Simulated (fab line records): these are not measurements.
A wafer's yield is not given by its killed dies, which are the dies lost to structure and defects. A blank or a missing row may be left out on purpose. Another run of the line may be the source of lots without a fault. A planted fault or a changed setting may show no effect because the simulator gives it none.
fab line records ; flow sky130
record: lots: 6; wafers: 18; last_day: 52
route steps=708 shown SD_N@344 SD_P@359 RES_XHIGH@360 PAD_OPEN@708
lots with no fault: from the same line, run without faults
start_h: hours from the record's first day to the start of the lot's first wafer shown ; wait_h: hours from the lot's prior step to this one ; " unchanged from the row above ; L1.1+2: a single row standing in for several wafers ; - no value, or no start was given ; * or withheld: withheld ; < > ~ a bound
route shown NAME@n: NAME is a module with steps in the file, n the number in the route of the first one ; usual: mean/standard deviation of fault-free wafers ; same: alike in all rows ; chamber/n: place in a boat ; sites: the reading at each site ; _std_site: how widely they spread, as a standard deviation ; _edge_site: mean of outer sites minus mean of inner sites ; radius_mm: how far each site lies from the wafer's centre ; mask NAME#n: copy n ; behind: the last tool/chamber to shape the wafer ; hold: why the lot was held/for how many hours/how that ended ; device: whichever transistor did not switch (one of n, p or np) ; end of line: tests of these same wafers at the route's end ; for a step that has no rows: nothing shown but its recipe ; killed: count of dies lost to structure and defects at first sort (not the wafer's yield) ; map: shows each die of a wafer: x if killed, . if not, _ if none is there
set.NAME: the run value of the setting; set.NAME@STEP: its run value at that earlier step ; model.NAME: the simulator's own value behind a step, which no gauge read
a table for each step, a row for each wafer; lots at some steps of the route
services: when a tool's chamber went out of use (start_h, in hours from the record's first day, below 0 if earlier), for how many hours, and the reason
== steps ==
step: SKY_SD_N_COAT_02
recipe: resist: NOVOLAK; spin_rpm: 3000; resist_thk_nm: 1159
step: SKY_SD_N_SOFTBAKE_03
recipe: temp_c: 90; time_s: 60; resist: NOVOLAK
step: SKY_SD_N_EXPOSE_04
recipe: mask_id: NSDM; na: 0.6; source_shape: conventional; sigma_outer: 0.6; polarization: unpolarized; target_cd_nm: 380; dose_mj: 141
step: SKY_SD_N_PEB_05
recipe: temp_c: withheld; time_s: *; resist: NOVOLAK
step: SKY_SD_N_DEVELOP_06
recipe: resist: NOVOLAK; developer: TMAH; develop_time_s: 60; dev_temp_c: 23
step: SKY_SD_N_CD_MEAS_07
recipe: target_cd_nm: 380
usual: cd_nm: 380.7/2.5
lot.wafer;tool;chamber;start_h;wait_h;cd_nm
L682.2;cd_sem-02;-;665.56;0.1;379.5
L682.3;cd_sem-02;-;665.56;0.1;380.3
L682.6;cd_sem-02;-;665.56;0.1;379.0
L686.1;cd_sem-01;-;710.76;0.1;381.4
L686.2;cd_sem-01;-;710.76;0.1;381.3
L686.3;cd_sem-01;-;710.76;0.1;382.6
L688.3;cd_sem-02;-;722.28;0.1;383.7
L688.4;cd_sem-02;-;722.28;0.1;380.6
L688.6;cd_sem-02;-;722.28;0.1;381.4
L701.3;cd_sem-02;-;828.03;0.1;377.6
L701.4;cd_sem-02;-;828.03;0.1;378.2
L701.6;cd_sem-02;-;828.03;0.1;377.4
L702.2;cd_sem-01;-;835.51;0.1;381.5
L702.3;cd_sem-01;-;835.51;0.1;382.7
L702.6;cd_sem-01;-;835.51;0.1;383.2
L705.2;cd_sem-01;-;858.27;0.1;381.1
L705.4;cd_sem-01;-;858.27;0.1;380.8
L705.5;cd_sem-01;-;858.27;0.1;378.6
step: SKY_SD_N_OVL_MEAS_08
usual: SD_N_OVL: 0.9/1.2
lot.wafer;tool;chamber;start_h;wait_h;SD_N_OVL[nm]
L682.2;overlay-02;-;665.67;0.1;1.0
L682.3;overlay-02;-;665.67;0.1;1.0
L682.6;overlay-02;-;665.67;0.1;1.6
L686.1;overlay-02;-;710.88;0.1;2.3
L686.2;overlay-02;-;710.88;0.1;-0.4
L686.3;overlay-02;-;710.88;0.1;1.3
L688.3;overlay-01;-;722.37;0.1;3.2
L688.4;overlay-01;-;722.37;0.1;2.2
L688.6;overlay-01;-;722.37;0.1;1.7
L701.3;overlay-02;-;828.12;0.1;1.0
L701.4;overlay-02;-;828.12;0.1;2.8
L701.6;overlay-02;-;828.12;0.1;0.7
L702.2;overlay-01;-;835.62;0.1;-1.1
L702.3;overlay-01;-;835.62;0.1;1.0
L702.6;overlay-01;-;835.62;0.1;-0.5
L705.2;overlay-02;-;858.38;0.1;-0.8
L705.4;overlay-02;-;858.38;0.1;0.0
L705.5;overlay-02;-;858.38;0.1;0.2
step: SKY_SD_N_IMPLANT_09
recipe: species: As; energy_kev: 50; dose_cm2: 4e+15; tilt_deg: 0
step: SKY_SD_N_IMPLANT_10
recipe: species: P; energy_kev: 20; dose_cm2: 1e+14; tilt_deg: 0
step: SKY_SD_N_STRIP_11
recipe: chemistry: O2/N2; power_w: 1400; pressure_mtorr: 1500; platen_temp_c: withheld; o2_flow_sccm: 3000; n2_flow_sccm: 300; overash_fraction: 0.5
usual: drypump_motor_current_A: 5.88/0.17; oes_product_au: 0.529/0.0045; strip_time_to_endpoint_s: 22.73/0.034
lot.wafer;tool;chamber;start_h;wait_h;drypump_motor_current_A;oes_product_au;rf_hours_counter_h;strip_time_to_endpoint_s
L682.2;plasma_asher-02;1;666.00;0.1;6.01;0.531;89;22.73
L682.3;plasma_asher-02;0;666.00;0.1;5.55;0.532;-;22.76
L682.6;plasma_asher-02;1;666.00;0.1;6.02;0.520;-;22.72
L686.1;plasma_asher-02;0;711.22;0.1;5.56;0.519;93;22.73
L686.2;plasma_asher-02;1;711.22;0.1;6.02;0.528;93;22.73
L686.3;plasma_asher-02;0;711.22;0.1;5.55;0.533;-;22.71
L688.3;plasma_asher-01;1;722.73;0.1;6.02;0.526;-;22.75
L688.4;plasma_asher-01;0;722.73;0.1;5.80;0.526;-;22.73
L688.6;plasma_asher-01;0;722.73;0.1;5.82;0.530;-;22.72
L701.3;plasma_asher-01;1;828.48;0.1;6.03;0.530;-;22.80
L701.4;plasma_asher-01;0;828.48;0.1;5.84;0.531;-;22.79
L701.6;plasma_asher-01;0;828.48;0.1;5.83;0.527;-;22.78
L702.2;plasma_asher-01;0;835.95;0.1;5.81;0.529;96;22.75
L702.3;plasma_asher-01;0;835.95;0.1;5.84;0.531;-;22.72
L702.6;plasma_asher-01;1;835.95;0.1;6.06;0.525;-;22.71
L705.2;plasma_asher-04;0;858.71;0.1;6.05;0.527;74;22.65
L705.4;plasma_asher-04;1;858.71;0.1;5.74;0.524;-;22.70
L705.5;plasma_asher-04;0;858.71;0.1;6.04;0.531;-;22.70
step: SKY_SD_N_TW_MEAS_12
usual: SD_N_TW: 3993/18
lot.wafer;tool;chamber;start_h;wait_h;SD_N_TW
L682.2;film_metro-01;-;666.11;0.1;4019
L682.3;film_metro-01;-;666.11;0.1;3997
L682.6;film_metro-01;-;666.11;0.1;3975
L686.1;film_metro-01;-;711.32;0.1;3977
L686.2;film_metro-01;-;711.32;0.1;3961
L686.3;film_metro-01;-;711.32;0.1;3962
L688.3;film_metro-01;-;722.82;0.1;3994
L688.4;film_metro-01;-;722.82;0.1;3990
L688.6;film_metro-01;-;722.82;0.1;3997
L701.3;film_metro-04;-;828.57;0.1;3974
L701.4;film_metro-04;-;828.57;0.1;3961
L701.6;film_metro-04;-;828.57;0.1;3964
L702.2;film_metro-01;-;836.06;0.1;4003
L702.3;film_metro-01;-;836.06;0.1;4016
L702.6;film_metro-01;-;836.06;0.1;4007
L705.2;film_metro-04;-;858.82;0.1;3994
L705.4;film_metro-04;-;858.82;0.1;4012
L705.5;film_metro-04;-;858.82;0.1;3991
step: SKY_SD_N_CLEAN_13
recipe: chemistry: SC1/SC2; mix: 1:4:20; temp_c: 70; time_s: 150; dry: n2_spin
step: SKY_SD_N_RTA_14
recipe: temp_c: 1075; time_s: 2; idle_temp_c: 650; ramp_up_c_per_s: 150; ramp_down_c_per_s: 90; ambient: N2
usual: lamp_power_pct: 15.74/0.052; wafer_temp_C_max: 1078.2/1.4
lot.wafer;tool;chamber;start_h;wait_h;lamp_power_pct;wafer_temp_C_max
L682.2;rtp_anneal-02;0;666.22;0.0;15.78;1081.6
L682.3;rtp_anneal-02;0;666.22;0.0;15.83;1080.6
L682.6;rtp_anneal-02;0;666.22;0.0;15.87;1076.8
L686.1;rtp_anneal-02;0;711.43;0.0;15.67;1077.8
L686.2;rtp_anneal-02;0;711.43;0.0;15.79;1078.2
L686.3;rtp_anneal-02;0;711.43;0.0;15.74;1078.2
L688.3;rtp_anneal-02;0;722.93;0.0;15.75;1077.7
L688.4;rtp_anneal-02;0;722.93;0.0;15.73;1078.8
L688.6;rtp_anneal-02;0;722.93;0.0;15.69;1075.8
L701.3;rtp_anneal-02;0;828.68;0.0;15.06;1077.1
L701.4;rtp_anneal-02;0;828.68;0.0;15.08;1078.5
L701.6;rtp_anneal-02;0;828.68;0.0;14.93;1077.5
L702.2;rtp_anneal-02;0;836.17;0.0;15.03;1080.0
L702.3;rtp_anneal-02;0;836.17;0.0;14.95;1077.5
L702.6;rtp_anneal-02;0;836.17;0.0;14.98;1080.0
L705.2;rtp_anneal-01;0;858.93;0.0;15.75;1076.8
L705.4;rtp_anneal-01;0;858.93;0.0;15.74;1080.6
L705.5;rtp_anneal-01;0;858.93;0.0;15.79;1078.6
step: SKY_SD_N_RS_MEAS_16
recipe: thk_meas_gauge: four-point-probe
usual: SD_N_RS: 68.55/0.13
lot.wafer;tool;chamber;start_h;wait_h;SD_N_RS[ohm/sq]
L682.2;film_metro-02;-;666.41;0.1;68.70
L682.3;film_metro-02;-;666.41;0.1;68.62
L682.6;film_metro-02;-;666.41;0.1;68.69
L686.1;film_metro-02;-;711.60;0.1;68.76
L686.2;film_metro-02;-;711.60;0.1;68.76
L686.3;film_metro-02;-;711.60;0.1;68.85
L688.3;film_metro-04;-;723.12;0.1;68.69
L688.4;film_metro-04;-;723.12;0.1;68.50
L688.6;film_metro-04;-;723.12;0.1;68.58
L701.3;film_metro-04;-;828.88;0.1;71.75
L701.4;film_metro-04;-;828.88;0.1;71.82
L701.6;film_metro-04;-;828.88;0.1;71.59
L702.2;film_metro-01;-;836.35;0.1;71.80
L702.3;film_metro-01;-;836.35;0.1;71.83
L702.6;film_metro-01;-;836.35;0.1;71.65
L705.2;film_metro-01;-;859.11;0.1;68.57
L705.4;film_metro-01;-;859.11;0.1;68.47
L705.5;film_metro-01;-;859.11;0.1;68.60
step: SKY_SD_N_RS_MEAS_17
recipe: thk_meas_gauge: four-point-probe
usual: SD_P_RS: 147.0/0.37
lot.wafer;tool;chamber;start_h;wait_h;SD_P_RS[ohm/sq]
L682.2;film_metro-02;-;666.53;0.1;147.1
L682.3;film_metro-02;-;666.53;0.1;147.3
L682.6;film_metro-02;-;666.53;0.1;147.0
L686.1;film_metro-02;-;711.72;0.1;147.3
L686.2;film_metro-02;-;711.72;0.1;147.2
L686.3;film_metro-02;-;711.72;0.1;147.3
L688.3;film_metro-04;-;723.24;0.1;147.6
L688.4;film_metro-04;-;723.24;0.1;147.4
L688.6;film_metro-04;-;723.24;0.1;147.4
L701.3;film_metro-04;-;829.00;0.1;166.3
L701.4;film_metro-04;-;829.00;0.1;165.7
L701.6;film_metro-04;-;829.00;0.1;165.7
L702.2;film_metro-01;-;836.47;0.1;165.9
L702.3;film_metro-01;-;836.47;0.1;166.0
L702.6;film_metro-01;-;836.47;0.1;165.7
L705.2;film_metro-01;-;859.23;0.1;147.2
L705.4;film_metro-01;-;859.23;0.1;147.4
L705.5;film_metro-01;-;859.23;0.1;147.2
step: SKY_SD_N_RS_MEAS_18
recipe: thk_meas_gauge: four-point-probe
usual: RES_XHIGH_RS: 327.2/1.2
lot.wafer;tool;chamber;start_h;wait_h;RES_XHIGH_RS[ohm/sq]
L682.2;film_metro-02;-;666.65;0.1;326.0
L682.3;film_metro-02;-;666.65;0.1;327.2
L682.6;film_metro-02;-;666.65;0.1;326.2
L686.1;film_metro-02;-;711.84;0.1;326.8
L686.2;film_metro-02;-;711.84;0.1;327.1
L686.3;film_metro-02;-;711.84;0.1;327.4
L688.3;film_metro-04;-;723.36;0.1;325.9
L688.4;film_metro-04;-;723.36;0.1;325.8
L688.6;film_metro-04;-;723.36;0.1;325.6
L701.3;film_metro-04;-;829.12;0.1;328.3
L701.4;film_metro-04;-;829.12;0.1;327.8
L701.6;film_metro-04;-;829.12;0.1;328.2
L702.2;film_metro-01;-;836.59;0.1;328.2
L702.3;film_metro-01;-;836.59;0.1;329.1
L702.6;film_metro-01;-;836.59;0.1;329.5
L705.2;film_metro-01;-;859.35;0.1;329.8
L705.4;film_metro-01;-;859.35;0.1;329.3
L705.5;film_metro-01;-;859.35;0.1;329.4
step: SKY_PAD_OPEN_PROBE_99
usual: killed_at_M0_to_M3: 44/7.1; killed_at_M4_up: 3.3/1.9; killed_at_contacts: 24/5.3; killed_at_front_end: 15/4.5; killed_at_other: 0.3/0.55; killed_dies: 86/9.5; killed_open: 46/7.3; killed_short: 39/6.4
same: gross_dies: 492; killed_at_back_side: 0
lot.wafer;tool;chamber;start_h;wait_h;killed_at_M0_to_M3;killed_at_M4_up;killed_at_contacts;killed_at_front_end;killed_at_other;killed_dies;killed_open;killed_short;model.etest.res_xhigh_po.line_ohm_um;model.etest.res_xhigh_po.rs_ohm_sq;model.etest.pfet_01v8.r_on_ohm_um;model.etest.tip_p.rs_ohm_sq;model.etest.res_pdiff.line_ohm_um;model.etest.res_high_po.line_ohm_um;model.etest.pfet_g5v0d10v5.r_on_ohm_um;model.etest.licon_high_po.rc_ohm
L682.2;prober-02;-;1114.46;0.1;40;1;23;13;0;77;40;37;5532;1942;2905;6847;1346;742.2;4736;344.7
L682.3;prober-02;-;1114.51;0.2;36;3;29;10;0;78;41;37;5472;1914;2897;6855;1332;738.8;4696;359.5
L682.6;prober-02;-;1114.66;0.2;45;2;24;10;0;81;38;42;5597;1987;2893;6914;1360;755.8;4695;360.5
L686.1;prober-02;-;1149.28;0.1;35;4;31;19;0;89;49;37;5808;1997;2915;6877;1399;773.5;4653;360.2
L686.2;prober-02;-;1149.33;0.1;37;4;31;18;0;90;42;48;5486;1932;2930;6917;1387;748.9;4672;357.7
L686.3;prober-02;-;1149.38;0.2;34;1;26;13;0;74;42;32;5397;1908;2931;6855;1351;734.7;4750;354.3
L688.3;prober-02;-;1157.32;0.2;36;7;20;17;0;80;39;41;5340;1863;2918;6930;1388;749.8;4828;346
L688.4;prober-02;-;1157.37;0.2;42;3;18;18;0;81;42;39;5519;1943;2989;6980;1400;752.4;4867;362.8
L688.6;prober-02;-;1157.47;0.2;58;4;22;10;0;94;50;44;5329;1855;2991;6960;1387;739.6;4845;347.6
L701.3;prober-02;-;1225.32;0.2;39;3;31;9;0;82;51;31;6739;2406;3175;7048;1562;880.5;4903;498.8
L701.4;prober-02;-;1225.37;0.2;39;7;28;12;1;87;37;50;6141;2179;3209;6981;1576;842.2;4886;453.1
L701.6;prober-02;-;1225.47;0.2;48;5;16;11;0;80;42;38;6556;2286;3220;7034;1559;859.2;4844;433.9
L702.2;prober-02;-;1230.66;0.1;50;3;26;16;0;95;51;44;6239;2182;3206;7094;1603;840.2;4939;433.6
L702.3;prober-02;-;1230.71;0.2;40;2;28;17;0;87;33;53;6384;2266;3213;7092;1569;867.3;4939;457.7
L702.6;prober-02;-;1230.86;0.2;43;8;22;22;1;96;44;51;6545;2255;3213;7039;1608;866.1;4940;457.9
L705.2;prober-02;-;1240.25;0.1;48;3;17;16;1;85;43;42;5631;1958;2879;6920;1308;765.3;4593;349.1
L705.4;prober-02;-;1240.35;0.2;50;4;28;13;0;95;40;55;5592;1957;2922;6885;1353;754.2;4712;347.8
L705.5;prober-02;-;1240.40;0.2;39;3;19;12;0;73;41;32;5585;1957;2934;6955;1347;757.5;4639;357.6
killed by level:class
L682.2 VIA2:geometric_particle:open=9 CONTACT:geometric_particle:open=9 METAL1:geometric_particle:short=7 VIA1:geometric_particle:open=7 POLY_GATE:geometric_particle:short=4 LI_CONTACT:geometric_particle:open=4 LOCAL_INTERCONNECT:geometric_particle:short=4 CONTACT:geometric_particle:short=4
L682.3 CONTACT:geometric_particle:open=9 LI_CONTACT:geometric_particle:open=8 VIA3:geometric_particle:open=7 VIA1:geometric_particle:open=6 VIA1:geometric_particle:short=5 METAL2:geometric_particle:short=5 FIELD_ISO:geometric_particle:short=4 LOCAL_INTERCONNECT:geometric_particle:short=4
L682.6 VIA1:geometric_particle:open=14 METAL1:geometric_particle:short=8 LOCAL_INTERCONNECT:geometric_particle:short=7 LI_CONTACT:geometric_particle:open=5 VIA3:geometric_particle:short=5 CONTACT:geometric_particle:open=5 LI_CONTACT:geometric_particle:short=4 VIA2:geometric_particle:open=4
L686.1 LI_CONTACT:geometric_particle:open=12 VIA1:geometric_particle:open=11 CONTACT:geometric_particle:open=7 LOCAL_INTERCONNECT:geometric_particle:short=6 FIELD_ISO:geometric_particle:open=4 POLY_GATE:geometric_particle:short=4 POLY_CUT:geometric_particle:open=4 LI_CONTACT:geometric_particle:short=4
L686.2 CONTACT:geometric_particle:open=12 VIA1:geometric_particle:open=10 CONTACT:geometric_particle:short=9 METAL1:geometric_particle:short=8 LI_CONTACT:geometric_particle:open=7 FIELD_ISO:geometric_particle:short=6 METAL2:geometric_particle:short=6 VIA1:geometric_particle:short=5
L686.3 VIA1:geometric_particle:open=12 LI_CONTACT:geometric_particle:open=9 CONTACT:geometric_particle:open=7 LOCAL_INTERCONNECT:geometric_particle:short=5 POLY_GATE:geometric_particle:open=5 VIA1:geometric_particle:short=5 VIA3:geometric_particle:short=4 VIA2:geometric_particle:open=4
L688.3 CONTACT:geometric_particle:open=7 VIA2:geometric_particle:open=7 VIA1:geometric_particle:open=7 CONTACT:geometric_particle:short=6 METAL1:geometric_particle:short=6 FIELD_ISO:geometric_particle:short=5 FIELD_ISO:geometric_particle:open=5 METAL4:geometric_particle:short=5
L688.4 VIA1:geometric_particle:open=12 METAL2:geometric_particle:short=7 LI_CONTACT:geometric_particle:open=6 FIELD_ISO:geometric_particle:short=5 CONTACT:geometric_particle:open=5 CONTACT:geometric_particle:short=4 VIA1:geometric_particle:short=4 METAL3:geometric_particle:short=4
L688.6 VIA2:geometric_particle:open=12 METAL2:geometric_particle:short=10 VIA1:geometric_particle:open=9 LI_CONTACT:geometric_particle:open=7 VIA2:geometric_particle:short=6 VIA3:geometric_particle:open=6 CONTACT:geometric_particle:open=5 VIA1:geometric_particle:short=5
L701.3 LI_CONTACT:geometric_particle:open=11 VIA1:geometric_particle:open=11 CONTACT:geometric_particle:open=7 LI_CONTACT:geometric_particle:short=5 VIA2:geometric_particle:open=5 VIA3:geometric_particle:open=5 FIELD_ISO:geometric_particle:open=4 CONTACT:geometric_particle:short=4
L701.4 LI_CONTACT:geometric_particle:open=9 METAL1:geometric_particle:short=9 VIA1:geometric_particle:open=8 LI_CONTACT:geometric_particle:short=7 METAL4:geometric_particle:short=6 CONTACT:geometric_particle:short=4 LOCAL_INTERCONNECT:geometric_particle:short=4 METAL2:geometric_particle:short=4
L701.6 VIA1:geometric_particle:open=13 VIA1:geometric_particle:short=12 CONTACT:geometric_particle:open=8 VIA2:geometric_particle:open=6 METAL2:geometric_particle:short=5 FIELD_ISO:geometric_particle:open=4 LI_CONTACT:geometric_particle:open=4 METAL1:geometric_particle:short=4
L702.2 VIA1:geometric_particle:open=11 METAL1:geometric_particle:short=10 LI_CONTACT:geometric_particle:open=9 CONTACT:geometric_particle:open=8 VIA1:geometric_particle:short=6 VIA2:geometric_particle:open=6 VIA2:geometric_particle:short=6 POLY_GATE:geometric_particle:open=5
L702.3 METAL1:geometric_particle:short=10 CONTACT:geometric_particle:open=9 LOCAL_INTERCONNECT:geometric_particle:short=8 CONTACT:geometric_particle:short=6 VIA1:geometric_particle:open=6 VIA2:geometric_particle:open=5 POLY_GATE:geometric_particle:short=4 POLY_GATE:geometric_particle:open=4
L702.6 CONTACT:geometric_particle:open=9 FIELD_ISO:geometric_particle:short=7 LI_CONTACT:geometric_particle:open=7 VIA1:geometric_particle:open=6 POLY_GATE:geometric_particle:short=6 METAL1:geometric_particle:short=6 METAL4:geometric_particle:short=6 VIA2:geometric_particle:short=5
L705.2 CONTACT:geometric_particle:open=8 METAL1:geometric_particle:short=8 VIA2:geometric_particle:open=7 METAL2:geometric_particle:short=6 VIA3:geometric_particle:open=6 POLY_GATE:geometric_particle:short=5 VIA1:geometric_particle:short=5 VIA1:geometric_particle:open=5
L705.4 METAL1:geometric_particle:short=10 CONTACT:geometric_particle:open=8 LOCAL_INTERCONNECT:geometric_particle:short=7 CONTACT:geometric_particle:short=7 METAL2:geometric_particle:short=7 VIA1:geometric_particle:open=6 VIA3:geometric_particle:open=6 VIA3:geometric_particle:short=5
L705.5 VIA3:geometric_particle:open=10 CONTACT:geometric_particle:open=9 VIA1:geometric_particle:open=8 POLY_GATE:geometric_particle:open=5 LOCAL_INTERCONNECT:geometric_particle:short=4 METAL2:geometric_particle:short=4 METAL3:geometric_particle:short=4 FIELD_ISO:geometric_particle:open=3
== services ==
tool;chamber;start_h;hours;kind
plasma_asher-01;-;675.30;3.6;repair
plasma_asher-01;-;679.46;0.8;repair
plasma_asher-01;-;727.02;2.4;repair
plasma_asher-02;-;733.75;9.0;pm
plasma_asher-02;0;733.75;9.0;vent_cycle
plasma_asher-02;1;733.75;9.0;vent_cycle
plasma_asher-02;0;742.75;-;clean
plasma_asher-02;1;742.75;-;clean
plasma_asher-04;-;752.08;14.6;pm
rtp_anneal-02;-;763.15;2.4;pm
plasma_asher-01;-;789.96;15.6;pm
plasma_asher-04;-;827.93;1.5;repair
plasma_asher-04;-;848.35;1.7;repair
== key ==
first_sign: step: SKY_SD_N_RTA_14; reading: lamp_power_pct; direction: down; sigmas: 14; usual: 15.74; struck: 15.01
effect: step: SKY_SD_N_RS_MEAS_16; reading: SD_N_RS; direction: up; sigmas: 24; usual: 68.55; struck: 71.74
effect: step: SKY_SD_N_RS_MEAS_17; reading: SD_P_RS; direction: up; sigmas: 51; usual: 147.0; struck: 165.9
model_effect: step: SKY_PAD_OPEN_PROBE_99; value: etest.res_xhigh_po.line_ohm_um; without: 5237; struck: 6434
met_at SKY_SD_N_RTA_14
struck_wafers L701.3,L701.4,L701.6,L702.2,L702.3,L702.6
tester_left_out L701,L702
onset_between 722.93 828.68
fault: kind: process_parameter_drift; tool: rtp_anneal-02; chamber: -; onset_h: 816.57; steps: SKY_SD_N_RTA_14; channel: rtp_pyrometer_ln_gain; offset: 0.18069; shape: step; end_h: 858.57
tester_left_out: of these lots the tester's yield and bins aren't shown, on N5 and GAA mostly nor the transistor test; their killed dies are dies lost to structure and defects alone, not to doping, threshold or leakage, so they don't give the yield
